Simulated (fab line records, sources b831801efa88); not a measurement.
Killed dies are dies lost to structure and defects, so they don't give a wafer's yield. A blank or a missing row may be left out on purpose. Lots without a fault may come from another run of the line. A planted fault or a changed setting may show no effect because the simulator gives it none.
fab line records | flow gf180mcu
record lots=5 wafers=15 last_day=34
route steps=602 shown SALICIDE@278 CONTACT@287
lots that met no fault: from a run of the same line without faults
start_h: hours from the record's first day to the start of the lot's first wafer shown | wait_h: hours since the lot's step before | " the same as in the row above | L1.1+2: a row that stands for several wafers | - no value, or no start given | * or withheld: withheld | < > ~ a bound
route shown NAME@n: a module of which the file shows steps, and the number in the route of the first | usual: mean/standard deviation of fault-free wafers | same: alike in all rows | chamber/n: place in a boat | sites: the reading at each site | _std_site: their standard deviation | _edge_site: outer sites' mean less inner sites' | radius_mm: how far each site lies from the wafer's centre | mask NAME#n: copy n | behind: the tool/chamber that last shaped the wafer | hold: why the lot was held/for how many hours/how that ended | device: the transistor (n, p or np) that didn't switch | end of line: the same wafers' tests at the end of the route | a step without rows: its recipe alone | killed: dies lost to structure and defects at the first sort, not the wafer's yield | map: a wafer's dies, x killed, . not, _ none there
set.NAME: the setting as run; set.NAME@STEP: as run at that earlier step | model.NAME: the simulator's own value behind a step, which no gauge read
lots at some steps of the route; a table a step, a row a wafer
services: from which hour (start_h, from the record's first day; less than 0 if before it) a tool's chamber was out of use, for how many hours, and why
## steps
# step GF_SALICIDE_CLEAN_00
# recipe chemistry=SC1/SC2 mix=1:4:20 temp_c=70 time_s=150
# columns lot.wafer tool chamber start_h wait_h
L074.1+4+5 wet_bench-01 2 334.91 0.1
L083.3+4+6 wet_bench-01 0 439.45 0.0
L090.1+5+6 wet_bench-02 0 480.27 0.1
L091.1+3+6 wet_bench-02 2 487.02 0.1
L095.2+4+5 wet_bench-02 3 524.05 0.1
# step GF_SALICIDE_WET_ETCH_01
# recipe chemistry=dHF target_depth_nm=5 dry=ipa_marangoni target=SiO2 temp_c=25 dilution=100:1 time_s=100
# columns lot.wafer tool chamber start_h wait_h
L074.1+4+5 wet_bench-02 1 334.96 0.0
L083.3+4+6 wet_bench-03 1 439.50 0.0
L090.1+5+6 wet_bench-01 2 480.32 0.0
L091.1+3+6 wet_bench-03 2 487.07 0.0
L095.2+4+5 wet_bench-03 3 524.10 0.0
# step GF_SALICIDE_SPUTTER_02
# recipe material=Co target_thk_nm=10 power_w=1000 time_s=20 chamber_pressure_pa=0.4
# usual throttle_valve_pct=29.0/0.84
# columns lot.wafer tool chamber start_h wait_h throttle_valve_pct
L074.1 pvd_sputter-01 - 334.99 0.0 28.9
L074.4 " - " " 29.8
L074.5 " - " " 28.9
L083.3 pvd_sputter-01 - 439.54 0.0 27.2
L083.4 " - " " 29.0
L083.6 " - " " 30.0
L090.1 pvd_sputter-01 - 480.36 0.0 30.0
L090.5 " - " " 29.7
L090.6 " - " " 29.0
L091.1 pvd_sputter-03 - 487.11 0.0 29.3
L091.3 " - " " 29.2
L091.6 " - " " 29.3
L095.2 pvd_sputter-01 - 524.14 0.0 29.4
L095.4 " - " " 29.5
L095.5 " - " " 27.4
# step GF_SALICIDE_SPUTTER_03
# recipe material=TiN target_thk_nm=20 power_w=6500 time_s=16.7 chamber_pressure_pa=0.4
# usual throttle_valve_pct=29.0/0.84
# columns lot.wafer tool chamber start_h wait_h throttle_valve_pct
L074.1 pvd_sputter-01 - 335.02 0.0 28.8
L074.4 " - " " 29.7
L074.5 " - " " 28.9
L083.3 pvd_sputter-01 - 439.57 0.0 27.5
L083.4 " - " " 28.9
L083.6 " - " " 29.6
L090.1 pvd_sputter-01 - 480.38 0.0 29.7
L090.5 " - " " 29.8
L090.6 " - " " 29.2
L091.1 pvd_sputter-03 - 487.14 0.0 29.4
L091.3 " - " " 29.3
L091.6 " - " " 29.3
L095.2 pvd_sputter-01 - 524.17 0.0 29.8
L095.4 " - " " 29.9
L095.5 " - " " 27.4
# step GF_SALICIDE_RS_MEAS_04
# recipe thk_meas_gauge=four-point-probe reads=TiN_of_SALICIDE_SPUTTER_03+Co_of_SALICIDE_SPUTTER_02
# usual SALICIDE_TIN_RS=16.30/0.26
# columns lot.wafer tool chamber start_h wait_h SALICIDE_TIN_RS[ohm/sq]
L074.1 film_metro-01 - 335.05 0.0 15.93
L074.4 " - " " 15.86
L074.5 " - " " 16.07
L083.3 film_metro-04 - 439.63 0.1 16.55
L083.4 " - " " 16.51
L083.6 " - " " 16.56
L090.1 film_metro-01 - 480.41 0.0 16.32
L090.5 " - " " 16.05
L090.6 " - " " 16.33
L091.1 film_metro-04 - 487.16 0.0 16.52
L091.3 " - " " 15.97
L091.6 " - " " 15.83
L095.2 film_metro-04 - 524.21 0.0 16.04
L095.4 " - " " 16.59
L095.5 " - " " 16.16
# step GF_SALICIDE_THK_MEAS_05
# recipe thk_meas_gauge=xrf reads=TiN_of_SALICIDE_SPUTTER_03
# usual SALICIDE_TIN_THK=20.04/0.23
# columns lot.wafer tool chamber start_h wait_h SALICIDE_TIN_THK[nm]
L074.1 film_metro-01 - 335.17 0.1 20.30
L074.4 " - " " 20.30
L074.5 " - " " 20.07
L083.3 film_metro-04 - 439.73 0.1 19.66
L083.4 " - " " 20.03
L083.6 " - " " 19.95
L090.1 film_metro-01 - 480.53 0.1 20.28
L090.5 " - " " 20.29
L090.6 " - " " 20.40
L091.1 film_metro-04 - 487.28 0.1 19.74
L091.3 " - " " 19.81
L091.6 " - " " 19.83
L095.2 film_metro-04 - 524.32 0.1 20.01
L095.4 " - " " 20.15
L095.5 " - " " 19.69
# step GF_SALICIDE_RTA_06
# recipe temp_c=530 time_s=30 ambient=N2
# usual lamp_power_pct=6.2/0.53 wafer_temp_C_max=531.9/0.52
# columns lot.wafer tool chamber start_h wait_h lamp_power_pct wafer_temp_C_max
L074.1 rtp_anneal-02 0 335.23 0.1 6.9 531.6
L074.4 " 0 " " 6.9 531.2
L074.5 " 0 " " 6.8 531.5
L083.3 rtp_anneal-02 0 439.81 0.1 6.9 531.4
L083.4 " 0 " " 6.9 532.4
L083.6 " 0 " " 6.8 531.9
L090.1 rtp_anneal-01 0 480.59 0.1 5.8 532.2
L090.5 " 0 " " 5.8 532.3
L090.6 " 0 " " 5.8 532.5
L091.1 rtp_anneal-02 0 487.34 0.1 6.9 531.9
L091.3 " 0 " " 6.9 531.5
L091.6 " 0 " " 6.9 531.8
L095.2 rtp_anneal-01 0 524.39 0.1 5.8 531.8
L095.4 " 0 " " 5.8 532.2
L095.5 " 0 " " 5.8 531.2
# step GF_SALICIDE_WET_ETCH_07
# recipe chemistry=SPM target_depth_nm=120 dry=n2_spin
# columns lot.wafer tool chamber start_h wait_h
L074.1+4+5 wet_bench-01 2 335.33 0.1
L083.3+4+6 wet_bench-02 2 439.87 0.1
L090.1+5+6 wet_bench-01 3 480.69 0.1
L091.1+3+6 wet_bench-01 1 487.44 0.1
L095.2+4+5 wet_bench-01 3 524.47 0.1
# step GF_SALICIDE_RTA_08
# recipe temp_c=800 time_s=30 ambient=N2
# usual lamp_power_pct=17.9/1.5 wafer_temp_C_max=802.8/0.76
# columns lot.wafer tool chamber start_h wait_h lamp_power_pct wafer_temp_C_max
L074.1 rtp_anneal-01 0 335.42 0.0 15.9 803.8
L074.4 " 0 " " 16.0 804.1
L074.5 " 0 " " 16.0 802.8
L083.3 rtp_anneal-01 0 440.04 0.1 16.0 802.8
L083.4 " 0 " " 16.0 802.7
L083.6 " 0 " " 16.0 804.5
L090.1 rtp_anneal-02 0 480.78 0.0 19.0 802.2
L090.5 " 0 " " 19.0 803.1
L090.6 " 0 " " 19.0 803.5
L091.1 rtp_anneal-02 0 487.54 0.0 19.0 802.3
L091.3 " 0 " " 19.0 802.0
L091.6 " 0 " " 19.0 802.7
L095.2 rtp_anneal-02 0 524.58 0.0 19.1 801.4
L095.4 " 0 " " 19.0 802.3
L095.5 " 0 " " 19.0 801.8
# step GF_CONTACT_CVD_00
# recipe material=SiO2 target_thk_nm=300 sigma_open_frac=0.3 temp_c=400 time_s=50 sih4_flow_sccm=60 pressure_mtorr=6
# columns lot.wafer tool chamber start_h wait_h
L074.1+4+5 hdpcvd-01 0,0,1 335.52 0.1
L083.3+4+6 hdpcvd-02 1,2,1 440.17 0.1
L090.1+5+6 hdpcvd-01 1,1,0 480.88 0.1
L091.1+3+6 hdpcvd-01 2,1,0 487.64 0.1
L095.2+4+5 hdpcvd-01 0,1,2 524.66 0.1
# step GF_CONTACT_THK_MEAS_01
# recipe reads=SiO2_of_CONTACT_CVD_00
# usual CONTACT_CVD_00_THK=301/4.7
# columns lot.wafer tool chamber start_h wait_h CONTACT_CVD_00_THK[nm]
L074.1 film_metro-01 - 335.56 0.0 297
L074.4 " - " " 298
L074.5 " - " " 309
L083.3 film_metro-01 - 440.24 0.0 293
L083.4 " - " " 294
L083.6 " - " " 295
L090.1 film_metro-01 - 480.93 0.0 311
L090.5 " - " " 311
L090.6 " - " " 301
L091.1 film_metro-04 - 487.68 0.0 295
L091.3 " - " " 304
L091.6 " - " " 300
L095.2 film_metro-04 - 524.72 0.0 295
L095.4 " - " " 305
L095.5 " - " " 296
# step GF_CONTACT_CVD_02
# recipe material=SiO2 target_thk_nm=860 precursor=TEOS temp_c=400 time_s=95.992 rf_w=600
# usual heater_power_w=679/120
# columns lot.wafer tool chamber start_h wait_h heater_power_w
L074.1 pecvd-02 2 335.62 0.1 514
L074.4 " 0 " " 652
L074.5 " 2 " " 403
L083.3 pecvd-02 1 440.28 0.0 627
L083.4 " 2 " " 416
L083.6 " 1 " " 683
L090.1 pecvd-03 0 480.99 0.1 611
L090.5 " 2 " " 675
L090.6 " 0 " " 477
L091.1 pecvd-01 1 487.74 0.1 686
L091.3 " 0 " " 807
L091.6 " 1 " " 716
L095.2 pecvd-02 2 524.77 0.0 432
L095.4 " 2 " " 476
L095.5 " 1 " " 670
# step GF_CONTACT_THK_MEAS_03
# recipe reads=SiO2_of_CONTACT_CVD_02
# usual CONTACT_CVD_02_THK=863/11
# columns lot.wafer tool chamber start_h wait_h CONTACT_CVD_02_THK[nm]
L074.1 film_metro-03 - 335.69 0.0 859
L074.4 " - " " 876
L074.5 " - " " 874
L083.3 film_metro-04 - 440.37 0.1 852
L083.4 " - " " 854
L083.6 " - " " 861
L090.1 film_metro-04 - 481.06 0.0 847
L090.5 " - " " 861
L090.6 " - " " 858
L091.1 film_metro-01 - 487.81 0.0 843
L091.3 " - " " 865
L091.6 " - " " 872
L095.2 film_metro-01 - 524.85 0.0 846
L095.4 " - " " 861
L095.5 " - " " 866
# step GF_CONTACT_CMP_04
# recipe material=SiO2 down_force_psi=4 platen_rpm=60 pad_velocity_m_s=0.94248
# usual motor_current_A=11.5/1.1 retaining_ring_pressure_frac=1.000/0.0046 time_to_endpoint_s=111/5.9
# columns lot.wafer tool chamber start_h wait_h motor_current_A retaining_ring_pressure_frac time_to_endpoint_s
L074.1 cmp-01 3 335.75 0.1 12.3 1.002 109
L074.4 " 1 " " 12.8 1.003 109
L074.5 " 0 " " 11.8 1.005 119
L083.4 cmp-02 0 440.46 0.1 9.9 1.004 116
L083.3 " 2 " " 13.1 1.006 100
L083.6 " 0 " " 9.4 1.009 118
L090.1 cmp-02 3 481.12 0.1 11.5 0.998 106
L090.5 " 3 " " 11.4 1.004 112
L090.6 " 0 " " 9.9 1.003 114
L091.3 cmp-01 2 487.87 0.0 11.4 0.992 117
L091.1 " 3 " " 12.7 1.004 108
L091.6 " 2 " " 12.0 1.002 121
L095.2 cmp-02 1 525.00 0.1 10.7 1.003 108
L095.4 " 2 " " 13.4 0.993 114
L095.5 " 0 " " 9.7 1.007 121
# step GF_CONTACT_BOW_MEAS_05
# recipe mode=bow
# usual CONTACT_BOW=67/7.2
# columns lot.wafer tool chamber start_h wait_h CONTACT_BOW[um]
L074.1 film_metro-01 - 336.05 0.2 77
L074.4 " - " " 77
L074.5 " - " " 77
L083.3 film_metro-01 - 440.75 0.1 76
L083.4 " - " " 68
L083.6 " - " " 67
L090.1 film_metro-01 - 481.42 0.2 71
L090.5 " - " " 61
L090.6 " - " " 56
L091.1 film_metro-03 - 488.17 0.2 73
L091.3 " - " " 63
L091.6 " - " " 66
L095.2 film_metro-04 - 525.22 0.2 72
L095.4 " - " " 66
L095.5 " - " " 70
# step GF_CONTACT_DEHYDRATE_06
# recipe temp_c=200 time_s=60
# usual chill_plate_temp_C=23.00/0.12 heater_power_total_W=160.37/0.13
# columns lot.wafer tool chamber start_h wait_h chill_plate_temp_C heater_power_total_W
L074.1 litho_track-03 0 346.17 10.1 22.93 160.27
L074.4 " 0 " " 22.86 160.45
L074.5 " 0 " " 22.93 160.23
L083.3 litho_track-03 0 452.62 11.8 23.02 160.36
L083.4 " 0 " " 23.13 160.50
L083.6 " 0 " " 22.98 160.15
L090.1 litho_track-02 0 492.70 11.3 23.11 160.42
L090.5 " 0 " " 23.01 160.54
L090.6 " 0 " " 23.13 160.28
L091.1 litho_track-04 0 499.72 11.5 22.90 160.49
L091.3 " 0 " " 22.85 160.21
L091.6 " 0 " " 22.87 160.60
L095.2 litho_track-02 0 535.87 10.6 23.17 160.26
L095.4 " 0 " " 23.01 160.20
L095.5 " 0 " " 23.02 160.38
# step GF_CONTACT_HMDS_07
# recipe prime_time_s=60 prime_temp_c=120
# usual chill_plate_temp_C=23.01/0.11
# columns lot.wafer tool chamber start_h wait_h chill_plate_temp_C
L074.1 litho_track-03 0 346.32 0.1 22.97
L074.4 " 0 " " 22.86
L074.5 " 0 " " 23.05
L083.3 litho_track-03 0 452.77 0.1 22.87
L083.4 " 0 " " 22.90
L083.6 " 0 " " 22.77
L090.1 litho_track-02 0 492.85 0.1 23.08
L090.5 " 0 " " 23.00
L090.6 " 0 " " 23.02
L091.1 litho_track-04 0 499.87 0.1 23.20
L091.3 " 0 " " 23.25
L091.6 " 0 " " 23.21
L095.2 litho_track-02 0 536.02 0.1 22.93
L095.4 " 0 " " 22.85
L095.5 " 0 " " 22.91
# step GF_CONTACT_COAT_08
# recipe resist=BARC temp_c=withheld time_s=withheld spin_rpm=withheld resist_thk_nm=withheld
# usual chill_plate_temp_C=*
# columns lot.wafer tool chamber start_h wait_h chill_plate_temp_C
L074.1 litho_track-03 0 346.47 0.1 *
L074.4 " 0 " " *
L074.5 " 0 " " *
L083.3 litho_track-03 0 452.92 0.1 *
L083.4 " 0 " " *
L083.6 " 0 " " *
L090.1 litho_track-02 0 493.00 0.1 *
L090.5 " 0 " " *
L090.6 " 0 " " *
L091.1 litho_track-04 0 500.02 0.1 *
L091.3 " 0 " " *
L091.6 " 0 " " *
L095.2 litho_track-02 0 536.17 0.1 *
L095.4 " 0 " " *
L095.5 " 0 " " *
# step GF_CONTACT_COAT_09
# recipe resist=KrF spin_rpm=withheld resist_thk_nm=1000
# usual chill_plate_temp_C=23.02/0.11
# columns lot.wafer tool chamber start_h wait_h chill_plate_temp_C
L074.1 litho_track-03 0 - - 22.94
L074.4 " 0 " " 22.88
L074.5 " 0 " " 23.02
L083.3 litho_track-03 0 - - 23.07
L083.4 " 0 " " 23.00
L083.6 " 0 " " 22.96
L090.1 litho_track-02 0 - - 23.13
L090.5 " 0 " " 23.10
L090.6 " 0 " " 23.35
L091.1 litho_track-04 0 - - 23.02
L091.3 " 0 " " 22.95
L091.6 " 0 " " 23.20
L095.2 litho_track-02 0 - - 23.09
L095.4 " 0 " " 23.05
L095.5 " 0 " " 23.09
# step GF_CONTACT_SOFTBAKE_10
# recipe temp_c=130 time_s=60 resist=KrF
# usual chill_plate_temp_C=23.00/0.094 heater_power_total_W=93.06/0.053
# columns lot.wafer tool chamber start_h wait_h chill_plate_temp_C heater_power_total_W
L074.1 litho_track-03 0 - - 22.77 93.08
L074.4 " 0 " " 22.93 93.06
L074.5 " 0 " " 22.95 93.14
L083.3 litho_track-03 0 - - 23.01 93.07
L083.4 " 0 " " 23.10 93.08
L083.6 " 0 " " 22.99 92.99
L090.1 litho_track-02 0 - - 22.91 93.12
L090.5 " 0 " " 22.82 93.03
L090.6 " 0 " " 22.99 93.11
L091.1 litho_track-04 0 - - 22.95 93.09
L091.3 " 0 " " 23.01 92.99
L091.6 " 0 " " 23.11 93.08
L095.2 litho_track-02 0 - - 23.07 93.06
L095.4 " 0 " " 22.84 93.14
L095.5 " 0 " " 22.96 92.97
# step GF_CONTACT_EXPOSE_11
# recipe mask_id=Contact target_cd_nm=220 na=0.68 source_shape=conventional sigma_outer=0.6 dose_mj=38
# columns lot.wafer tool chamber start_h wait_h mask
L074.1+4+5 krf_scanner-02 0 - - Contact#0
L083.3+4+6 krf_scanner-02 0 - - Contact#0
L090.1+5+6 krf_scanner-02 0 - - Contact#0
L091.1+3+6 krf_scanner-01 0 - - Contact#0
L095.2+4+5 krf_scanner-02 0 - - Contact#0
# step GF_CONTACT_PEB_12
# recipe peb_temp_c=135 peb_time_s=90 resist=KrF
# usual chill_plate_temp_C=23.00/0.1 heater_power_total_W=85.70/0.086
# columns lot.wafer tool chamber start_h wait_h chill_plate_temp_C heater_power_total_W
L074.1 litho_track-03 0 - - 22.77 85.74
L074.4 " 0 " " 23.02 85.82
L074.5 " 0 " " 22.93 85.72
L083.3 litho_track-04 0 - - 23.06 85.65
L083.4 " 0 " " 23.09 85.71
L083.6 " 0 " " 23.01 85.76
L090.1 litho_track-04 0 - - 23.11 85.69
L090.5 " 0 " " 23.04 85.59
L090.6 " 0 " " 23.01 85.77
L091.1 litho_track-04 0 - - 23.05 85.56
L091.3 " 0 " " 22.95 85.57
L091.6 " 0 " " 23.10 85.84
L095.2 litho_track-03 0 - - 22.94 85.62
L095.4 " 0 " " 23.06 85.86
L095.5 " 0 " " 22.90 85.81
# step GF_CONTACT_DEVELOP_13
# recipe develop_time_s=60 resist=KrF dev_temp_c=21
# usual chill_plate_temp_C=23.01/0.095
# columns lot.wafer tool chamber start_h wait_h chill_plate_temp_C
L074.1 litho_track-03 0 357.57 0.2 22.98
L074.4 " 0 " " 22.92
L074.5 " 0 " " 22.99
L083.3 litho_track-04 0 465.22 0.1 22.88
L083.4 " 0 " " 22.97
L083.6 " 0 " " 22.90
L090.1 litho_track-04 0 504.92 0.2 22.83
L090.5 " 0 " " 22.95
L090.6 " 0 " " 22.84
L091.1 litho_track-04 0 511.97 0.2 22.93
L091.3 " 0 " " 22.93
L091.6 " 0 " " 22.98
L095.2 litho_track-03 0 547.24 0.2 23.07
L095.4 " 0 " " 22.96
L095.5 " 0 " " 22.96
# step GF_CONTACT_CD_MEAS_14
# recipe target_cd_nm=220
# usual cd_nm=219.9/1.4
# columns lot.wafer tool chamber start_h wait_h cd_nm
L074.1 cd_sem-01 - 357.72 0.1 221.7
L074.4 " - " " 220.9
L074.5 " - " " 221.7
L083.3 cd_sem-02 - 465.36 0.1 219.2
L083.4 " - " " 220.8
L083.6 " - " " 221.7
L090.1 cd_sem-02 - 505.07 0.1 217.7
L090.5 " - " " 218.7
L090.6 " - " " 219.3
L091.1 cd_sem-01 - 512.12 0.1 221.1
L091.3 " - " " 220.8
L091.6 " - " " 221.6
L095.2 cd_sem-02 - 547.39 0.1 218.7
L095.4 " - " " 219.0
L095.5 " - " " 218.3
# step GF_CONTACT_OVL_MEAS_15
# usual CONTACT_OVL=-1/6.5
# columns lot.wafer tool chamber start_h wait_h CONTACT_OVL[nm]
L074.1 overlay-02 - 357.84 0.1 5
L074.4 " - " " 7
L074.5 " - " " 6
L083.3 overlay-02 - 465.45 0.1 5
L083.4 " - " " 5
L083.6 " - " " 8
L090.1 overlay-02 - 505.19 0.1 4
L090.5 " - " " -1
L090.6 " - " " 7
L091.1 overlay-02 - 512.24 0.1 -9
L091.3 " - " " -14
L091.6 " - " " -17
L095.2 overlay-02 - 547.49 0.1 -4
L095.4 " - " " -2
L095.5 " - " " -1
# step GF_CONTACT_ETCH_16
# recipe chemistry=N2/H2 target_depth_a=withheld overetch_a=withheld time_s=withheld target=BARC ion_energy_ev=200 source_w=500 bias_w=100 pressure_mtorr=30 n2_flow_sccm=100 h2_flow_sccm=200
# usual drypump_motor_current_A=5.8/0.51 oes_product_au=0.855/0.0049 throttle_valve_pct=13.224/0.0088
# columns lot.wafer tool chamber start_h wait_h drypump_motor_current_A oes_product_au throttle_valve_pct
L074.1 rie_diel-04 1 357.87 0.0 4.6 0.850 13.219
L074.4 " 2 " " 5.8 0.852 13.225
L074.5 " 1 " " 4.6 0.856 13.239
L083.3 rie_diel-02 2 465.47 0.0 5.7 0.854 13.237
L083.4 " 1 " " 6.4 0.853 13.226
L083.6 " 2 " " 5.6 0.852 13.217
L090.1 rie_diel-02 1 505.22 0.0 6.4 0.858 13.222
L090.5 " 1 " " 6.4 0.856 13.236
L090.6 " 0 " " 5.8 0.858 13.210
L091.1 rie_diel-02 0 512.27 0.0 5.7 0.862 13.232
L091.3 " 3 " " 5.2 0.855 13.222
L091.6 " 1 " " 6.4 0.853 13.223
L095.2 rie_diel-02 0 547.52 0.0 5.7 0.858 13.229
L095.4 " 2 " " 5.7 0.860 13.209
L095.5 " 0 " " 5.7 0.866 13.221
# step GF_CONTACT_ETCH_17
# recipe chemistry=C4F8/O2/Ar mask_material=KrF target=SiO2 stop_on=CoSi2 source_w=1500 bias_w=1200 pressure_mtorr=40 c4f8_flow_sccm=withheld O2_flow_sccm=6 Ar_flow_sccm=300 time_s=withheld target_depth_a=8600
# usual oes_product_au=0.815/0.0049
# columns lot.wafer tool chamber start_h wait_h oes_product_au
L074.1 rie_diel-04 1 - - 0.815
L074.4 " 2 " " 0.816
L074.5 " 1 " " 0.814
L083.3 rie_diel-02 2 - - 0.807
L083.4 " 1 " " 0.807
L083.6 " 2 " " 0.814
L090.1 rie_diel-02 1 - - 0.828
L090.5 " 1 " " 0.822
L090.6 " 0 " " 0.811
L091.1 rie_diel-02 0 - - 0.817
L091.3 " 3 " " 0.810
L091.6 " 1 " " 0.817
L095.2 rie_diel-02 0 - - 0.810
L095.4 " 2 " " 0.814
L095.5 " 0 " " 0.811
# step GF_CONTACT_STRIP_18
# recipe chemistry=O2/N2 power_w=1400 pressure_mtorr=1500 platen_temp_c=250 o2_flow_sccm=3000 n2_flow_sccm=300 overash_fraction=0.5
# usual drypump_motor_current_A=5.3/0.64 heater_power_w=339/19 oes_product_au=0.581/0.0052 platen_temp_c=250.02/0.2
# columns lot.wafer tool chamber start_h wait_h drypump_motor_current_A heater_power_w oes_product_au platen_temp_c rf_hours_counter_h
L074.1 plasma_asher-03 0 358.04 - 4.7 356 0.584 249.89 71
L074.4 " 1 " " 4.9 330 0.572 250.15 -
L074.5 " 1 " " 4.9 315 0.582 250.48 -
L083.3 plasma_asher-01 1 465.67 - 5.4 372 0.582 250.11 -
L083.4 " 0 " " 5.2 317 0.588 249.77 -
L083.6 " 1 " " 5.4 376 0.587 249.93 -
L090.1 plasma_asher-03 1 505.39 - 5.0 321 0.572 249.96 87
L090.5 " 0 " " 4.7 352 0.567 250.09 -
L090.6 " 1 " " 4.9 327 0.585 250.08 -
L091.1 plasma_asher-03 1 512.44 - 4.9 319 0.595 249.93 87
L091.3 " 0 " " 4.7 350 0.583 249.67 -
L091.6 " 1 " " 4.9 321 0.581 249.86 -
L095.2 plasma_asher-03 0 547.68 - 4.7 360 0.577 249.99 91
L095.4 " 1 " " 4.9 324 0.582 250.48 -
L095.5 " 1 " " 4.9 322 0.588 250.13 -
# step GF_CONTACT_CLEAN_19
# recipe chemistry=SPM
# columns lot.wafer tool chamber start_h wait_h
L074.1+4+5 wet_bench-01 1 358.14 0.1
L083.3+4+6 wet_bench-04 1 465.74 0.0
L090.1+5+6 wet_bench-01 0 505.49 0.1
L091.1+3+6 wet_bench-02 2 512.54 0.1
L095.2+4+5 wet_bench-01 3 547.78 0.1
# step GF_CONTACT_CLEAN_20
# recipe chemistry=DIW
# columns lot.wafer tool chamber start_h wait_h
L074.1+4+5 wet_bench-04 2 358.23 0.0
L083.3+4+6 wet_bench-01 0 465.84 0.0
L090.1+5+6 wet_bench-02 3 505.58 0.0
L091.1+3+6 wet_bench-02 1 512.64 0.0
L095.2+4+5 wet_bench-04 0 547.88 0.0
# step GF_CONTACT_CLEAN_21
# recipe chemistry=dHF time_s=20 dilution=100:1 dry=ipa_marangoni
# columns lot.wafer tool chamber start_h wait_h
L074.1+4+5 wet_bench-02 0 358.33 0.0
L083.3+4+6 wet_bench-02 3 465.93 0.0
L090.1+5+6 wet_bench-01 2 505.76 0.0
L091.1+3+6 wet_bench-04 1 512.75 0.0
L095.2+4+5 wet_bench-02 2 547.97 0.0
# step GF_CONTACT_SPUTTER_22
# recipe material=Ti target_thk_nm=15 chamber_pressure_pa=5 power_w=2500 substrate_temp_c=200 time_s=80.02
# usual throttle_valve_pct=29.5/0.87
# columns lot.wafer tool chamber start_h wait_h throttle_valve_pct
L074.1 pvd_sputter-01 - 358.34 0.0 29.3
L074.4 " - " " 28.7
L074.5 " - " " 29.7
L083.3 pvd_sputter-04 - 465.94 0.0 30.3
L083.4 " - " " 29.5
L083.6 " - " " 30.5
L090.1 pvd_sputter-04 - 505.77 0.0 30.4
L090.5 " - " " 29.5
L090.6 " - " " 30.0
L091.1 pvd_sputter-04 - 512.77 0.0 30.8
L091.3 " - " " 29.8
L091.6 " - " " 29.4
L095.2 pvd_sputter-01 - 547.98 0.0 29.7
L095.4 " - " " 29.7
L095.5 " - " " 28.8
# step GF_CONTACT_SPUTTER_23
# recipe material=TiN target_thk_nm=10 chamber_pressure_pa=5 power_w=4000 time_s=40
# usual throttle_valve_pct=29.5/0.86
# columns lot.wafer tool chamber start_h wait_h throttle_valve_pct
L074.1 pvd_sputter-01 - 358.40 0.0 29.5
L074.4 " - " " 28.8
L074.5 " - " " 29.8
L083.3 pvd_sputter-04 - 466.00 0.0 30.3
L083.4 " - " " 29.4
L083.6 " - " " 30.5
L090.1 pvd_sputter-04 - 505.84 0.0 30.6
L090.5 " - " " 29.3
L090.6 " - " " 29.9
L091.1 pvd_sputter-04 - 512.83 0.0 30.5
L091.3 " - " " 29.9
L091.6 " - " " 29.5
L095.2 pvd_sputter-01 - 548.04 0.0 29.7
L095.4 " - " " 29.8
L095.5 " - " " 28.8
# step GF_CONTACT_CVD_24
# recipe material=W target_thk_nm=300 time_s=90.339 temp_c=400 pressure_torr=40
# usual chamber_pressure_Torr=39.98/0.089 heater_power_w=878/52
# columns lot.wafer tool chamber start_h wait_h chamber_pressure_Torr heater_power_w
L074.1 cvd_w-02 0 358.44 0.0 39.92 971
L074.4 " 1 " " 39.89 986
L074.5 " 1 " " 39.95 978
L083.3 cvd_w-01 1 466.08 0.1 40.13 807
L083.4 " 0 " " 39.98 859
L083.6 " 1 " " 40.03 797
L090.1 cvd_w-02 0 505.87 0.0 40.21 943
L090.5 " 0 " " 40.08 952
L090.6 " 1 " " 39.90 888
L091.1 cvd_w-01 0 512.87 0.0 40.07 888
L091.3 " 0 " " 39.82 884
L091.6 " 0 " " 39.94 869
L095.2 cvd_w-02 1 548.08 0.0 40.09 865
L095.4 " 0 " " 39.94 962
L095.5 " 1 " " 40.15 882
# step GF_CONTACT_RS_MEAS_25
# recipe thk_meas_gauge=four-point-probe reads=W_of_CONTACT_CVD_24+TiN_of_CONTACT_SPUTTER_23+Ti_of_CONTACT_SPUTTER_22
# usual CONTACT_W_RS=0.385/0.0043
# columns lot.wafer tool chamber start_h wait_h CONTACT_W_RS[ohm/sq]
L074.1 film_metro-01 - 358.54 0.1 0.391
L074.4 " - " " 0.382
L074.5 " - " " 0.388
L083.3 film_metro-03 - 466.18 0.1 0.392
L083.4 " - " " 0.381
L083.6 " - " " 0.392
L090.1 film_metro-03 - 505.97 0.1 0.383
L090.5 " - " " 0.381
L090.6 " - " " 0.383
L091.1 film_metro-04 - 512.97 0.1 0.387
L091.3 " - " " 0.382
L091.6 " - " " 0.384
L095.2 film_metro-04 - 548.20 0.1 0.385
L095.4 " - " " 0.381
L095.5 " - " " 0.387
# step GF_CONTACT_THK_MEAS_26
# recipe thk_meas_gauge=xrf reads=W_of_CONTACT_CVD_24
# usual CONTACT_W_THK=296/4.2
# columns lot.wafer tool chamber start_h wait_h CONTACT_W_THK[nm]
L074.1 film_metro-01 - 358.66 0.1 290
L074.4 " - " " 298
L074.5 " - " " 293
L083.3 film_metro-03 - 466.28 0.1 292
L083.4 " - " " 299
L083.6 " - " " 293
L090.1 film_metro-03 - 506.09 0.1 302
L090.5 " - " " 306
L090.6 " - " " 302
L091.1 film_metro-04 - 513.09 0.1 291
L091.3 " - " " 294
L091.6 " - " " 292
L095.2 film_metro-04 - 548.31 0.1 291
L095.4 " - " " 296
L095.5 " - " " 289
## services
# columns tool chamber start_h hours kind
krf_scanner-02 - 319.66 0.8 pm
cmp-02 - 321.39 0.3 repair
plasma_asher-03 - 331.19 2.7 repair
cmp-02 - 333.30 1.5 repair
plasma_asher-03 - 341.61 2.8 repair
rie_diel-02 3 355.30 4.7 repair
cmp-02 - 359.28 4.4 pm
krf_scanner-02 - 359.59 4.0 pm
cmp-02 - 366.75 0.5 repair
krf_scanner-02 - 370.78 0.8 pm
krf_scanner-02 - 379.64 1.0 pm
pecvd-02 - 385.51 0.2 repair
cvd_w-02 - 390.00 14.0 pm
krf_scanner-02 - 408.04 1.3 pm
pecvd-02 1 415.27 5.2 repair
cmp-02 - 423.53 1.0 repair
pvd_sputter-04 - 434.98 0.5 repair
wet_bench-02 - 441.03 2.7 repair
krf_scanner-02 - 479.19 13.1 repair
krf_scanner-02 - 515.61 1.0 repair
krf_scanner-02 - 530.04 0.7 repair
pvd_sputter-04 - 530.52 1.8 repair
hdpcvd-01 - 539.25 15.0 pm
krf_scanner-02 - 539.56 0.8 pm
## key
fault none
